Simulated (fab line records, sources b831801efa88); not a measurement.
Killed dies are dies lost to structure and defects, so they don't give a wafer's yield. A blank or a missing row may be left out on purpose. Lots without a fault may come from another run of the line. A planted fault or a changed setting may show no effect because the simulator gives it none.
Which tool did it? | flow gf180mcu | 12 lots, 36 wafers sampled, at 6 steps of a route of 602

WHAT THE GAUGES READ, wafer by wafer
GF_NWELL_TW_MEAS_11. Usual: NWELL_TW 1580, standard deviation 12.
lot  | measured    | on            | NWELL_TW       | flag
L105 | day 3 08:17 | film_metro-03 | 1581 1579 1582 |
L106 | day 3 12:29 | film_metro-02 | 1566 1572 1574 |
L107 | day 3 22:04 | film_metro-03 | 1643 1646 1650 | OFF
L108 | day 4 03:30 | film_metro-04 | 1678 1672 1662 | OFF
L109 | day 4 06:14 | film_metro-02 | 1580 1583 1580 |
L111 | day 4 19:41 | film_metro-04 | 1670 1669 1669 | OFF
L118 | day 6 07:53 | film_metro-03 | 1574 1576 1567 |
L120 | day 6 18:47 | film_metro-03 | 1573 1575 1576 |
L121 | day 6 23:11 | film_metro-03 | 1567 1578 1568 |
L123 | day 7 09:41 | film_metro-03 | 1566 1565 1573 |
L126 | day 8 04:11 | film_metro-04 | 1586 1585 1583 |
L127 | day 8 10:37 | film_metro-02 | 1568 1573 1569 |

GF_VT_IMPLANT_RS_MEAS_47: measures by four-point-probe. Usual: NWELL_RS 490.1 ohm/sq, standard deviation 1.2.
lot  | measured     | on            | NWELL_RS (ohm/sq) | flag
L105 | day 7 14:58  | film_metro-03 | 489.4 490.2 491.7 |
L106 | day 7 19:46  | film_metro-03 | 489.7 488.5 488.6 |
L107 | day 8 07:19  | film_metro-04 | 430.8 432.7 432.0 | OFF
L108 | day 8 12:56  | film_metro-04 | 432.7 432.4 431.6 | OFF
L109 | day 8 16:47  | film_metro-02 | 491.6 492.4 492.5 |
L111 | day 9 10:01  | film_metro-02 | 431.0 430.6 431.9 | OFF
L118 | day 11 07:31 | film_metro-03 | 490.2 491.4 488.9 |
L120 | day 11 21:00 | film_metro-03 | 488.8 489.6 489.9 |
L121 | day 12 02:52 | film_metro-02 | 489.6 490.7 491.4 |
L123 | day 12 14:02 | film_metro-02 | 491.6 491.4 491.7 |
L126 | day 13 14:15 | film_metro-04 | 490.8 489.4 491.0 |
L127 | day 13 21:59 | film_metro-04 | 490.7 492.0 492.8 |

GF_CONTACT_CD_MEAS_14: target cd 220 nm. Usual: cd_nm 220.0 nm, standard deviation 1.7.
lot  | measured     | on        | cd_nm (nm)        | flag
L105 | day 16 05:32 | cd_sem-02 | 221.7 222.5 221.0 |
L106 | day 16 10:44 | cd_sem-01 | 217.7 217.7 218.0 |
L107 | day 17 04:29 | cd_sem-02 | 220.5 220.6 220.2 |
L108 | day 17 10:09 | cd_sem-02 | 219.0 220.0 220.0 |
L109 | day 17 16:33 | cd_sem-01 | 222.7 223.8 221.9 |
L111 | day 18 15:51 | cd_sem-02 | 219.9 218.9 218.3 |
L118 | day 21 03:53 | cd_sem-01 | 219.9 218.4 219.6 |
L120 | day 21 16:14 | cd_sem-02 | 221.6 221.7 221.8 |
L121 | day 22 02:12 | cd_sem-02 | 219.8 218.2 218.6 |
L123 | day 22 15:23 | cd_sem-02 | 219.2 218.7 220.1 |
L126 | day 23 23:03 | cd_sem-01 | 220.8 221.8 221.3 |
L127 | day 24 02:04 | cd_sem-02 | 222.1 221.0 222.5 |

WHICH TOOL RAN EACH LOT (tool, then ch and the chambers of the sampled wafers, then the start)
lot  | GF_NWELL_IMPLANT_09            | GF_MVSD_STRIP_10                    | GF_VT_IMPLANT_STRIP_42
L105 | implanter-02 ch 0, day 3 08:02 | plasma_asher-04 ch 0,1, day 4 12:01 | plasma_asher-01 ch 0, day 7 14:32
L106 | implanter-02 ch 0, day 3 12:14 | plasma_asher-02 ch 0,1, day 4 15:44 | plasma_asher-03 ch 0,1, day 7 19:20
L107 | implanter-02 ch 0, day 3 21:11 | plasma_asher-02 ch 0,1, day 5 01:41 | plasma_asher-03 ch 0,1, day 8 06:53
L108 | implanter-03 ch 0, day 4 02:57 | plasma_asher-02 ch 0,1, day 5 06:52 | plasma_asher-01 ch 0,1, day 8 12:29
L109 | implanter-03 ch 0, day 4 05:59 | plasma_asher-04 ch 0, day 5 10:35   | plasma_asher-03 ch 0, day 8 16:20
L111 | implanter-03 ch 0, day 4 19:08 | plasma_asher-03 ch 0,1, day 6 01:01 | plasma_asher-03 ch 0,1, day 9 09:35
L118 | implanter-04 ch 0, day 6 07:38 | plasma_asher-03 ch 0,1, day 7 15:19 | plasma_asher-03 ch 0,1, day 11 07:05
L120 | implanter-04 ch 0, day 6 18:32 | plasma_asher-02 ch 0,1, day 8 03:11 | plasma_asher-03 ch 0,1, day 11 20:34
L121 | implanter-04 ch 0, day 6 22:56 | plasma_asher-03 ch 0,1, day 8 08:07 | plasma_asher-02 ch 0,1, day 12 02:26
L123 | implanter-03 ch 0, day 7 09:26 | plasma_asher-03 ch 0,1, day 8 18:38 | plasma_asher-02 ch 0,1, day 12 13:35
L126 | implanter-02 ch 0, day 8 03:56 | plasma_asher-02 ch 0,1, day 9 14:16 | plasma_asher-03 ch 0,1, day 13 13:49
L127 | implanter-03 ch 0, day 8 10:23 | plasma_asher-02 ch 0,1, day 9 21:16 | plasma_asher-03 ch 0,1, day 13 21:34
- GF_NWELL_IMPLANT_09
- GF_MVSD_STRIP_10: strips in O2/N2.
- GF_VT_IMPLANT_STRIP_42: strips in O2/N2.

WHAT THE TOOLS THEMSELVES READ (means of the sampled wafers that have a number; where no wafer has one, the mark that the record gives instead)
GF_MVSD_STRIP_10. Usual: drypump_motor_current_A 5.9 A, standard deviation 0.46; heater_power_w 334 W, standard deviation 22; oes_product_au 0.722 a.u., standard deviation 0.0051; strip_time_to_endpoint_s 36.97 s, standard deviation 0.094.
lot  | tool            | drypump_motor_current_A (A) | heater_power_w (W) | oes_product_au (a.u.) | strip_time_to_endpoint_s (s) | flag
L105 | plasma_asher-04 | 6.3                         | 304                | 0.724                 | 36.91                        |
L106 | plasma_asher-02 | 5.9                         | 340                | 0.724                 | 37.08                        |
L107 | plasma_asher-02 | 5.9                         | 341                | 0.727                 | 36.89                        |
L108 | plasma_asher-02 | 5.9                         | 334                | 0.719                 | 36.81                        |
L109 | plasma_asher-04 | 5.9                         | 325                | 0.723                 | 37.01                        |
L111 | plasma_asher-03 | 5.7                         | 348                | 0.723                 | 36.90                        |
L118 | plasma_asher-03 | 5.9                         | 366                | 0.724                 | 37.05                        |
L120 | plasma_asher-02 | 5.9                         | 334                | 0.722                 | 36.85                        |
L121 | plasma_asher-03 | 5.7                         | 350                | 0.724                 | 36.94                        |
L123 | plasma_asher-03 | 5.9                         | 358                | 0.722                 | 36.99                        |
L126 | plasma_asher-02 | 5.9                         | 334                | 0.724                 | 37.10                        |
L127 | plasma_asher-02 | 5.9                         | 339                | 0.723                 | 36.95                        |

GF_VT_IMPLANT_STRIP_42. Usual: drypump_motor_current_A 5.7 A, standard deviation 0.37; heater_power_w 354 W, standard deviation 25; oes_product_au 0.716 a.u., standard deviation 0.0046; strip_time_to_endpoint_s 12.41 s, standard deviation 0.032.
lot  | tool            | drypump_motor_current_A (A) | heater_power_w (W) | oes_product_au (a.u.) | strip_time_to_endpoint_s (s) | flag
L105 | plasma_asher-01 | 5.1                         | 397                | 0.717                 | 12.44                        |
L106 | plasma_asher-03 | 5.7                         | 349                | 0.720                 | 12.40                        |
L107 | plasma_asher-03 | 5.7                         | 348                | 0.714                 | 12.37                        |
L108 | plasma_asher-01 | 5.3                         | 377                | 0.714                 | 12.44                        |
L109 | plasma_asher-03 | 6.1                         | 367                | 0.714                 | 12.38                        |
L111 | plasma_asher-03 | 5.7                         | 351                | 0.716                 | 12.41                        |
L118 | plasma_asher-03 | 5.9                         | 362                | 0.717                 | 12.37                        |
L120 | plasma_asher-03 | 5.7                         | 355                | 0.714                 | 12.39                        |
L121 | plasma_asher-02 | 5.9                         | 334                | 0.714                 | 12.38                        |
L123 | plasma_asher-02 | 5.5                         | 327                | 0.713                 | 12.40                        |
L126 | plasma_asher-03 | 5.9                         | 366                | 0.718                 | 12.43                        |
L127 | plasma_asher-03 | 5.9                         | 364                | 0.722                 | 12.37                        |

THE ANSWER, worked out from the rows above alone
Rule: a lot is off if the mean of its wafers that have a number lies more than 3 standard deviations from the usual mean. A lot without any number at a reading at which 4 lots or more have one is off too. The other lots that the step has rows for count as sound. The gauges are gone through in route order, then the tools' own readings, and for those a lot's mean is taken as printed above. The first step at which some lot is off is used, and at that step the reading that is off furthest; a lot without a number counts as furthest.
Off: L107, L108, L111, at GF_NWELL_TW_MEAS_11 (NWELL_TW).
A tool fits if, at a process step before that reading, it ran every lot that is off, and no sound lot after the first of them. The gauges at GF_NWELL_TW_MEAS_11 are tried like those tools. None of those tried fits.

WHAT THE SIMULATOR HAD PUT IN
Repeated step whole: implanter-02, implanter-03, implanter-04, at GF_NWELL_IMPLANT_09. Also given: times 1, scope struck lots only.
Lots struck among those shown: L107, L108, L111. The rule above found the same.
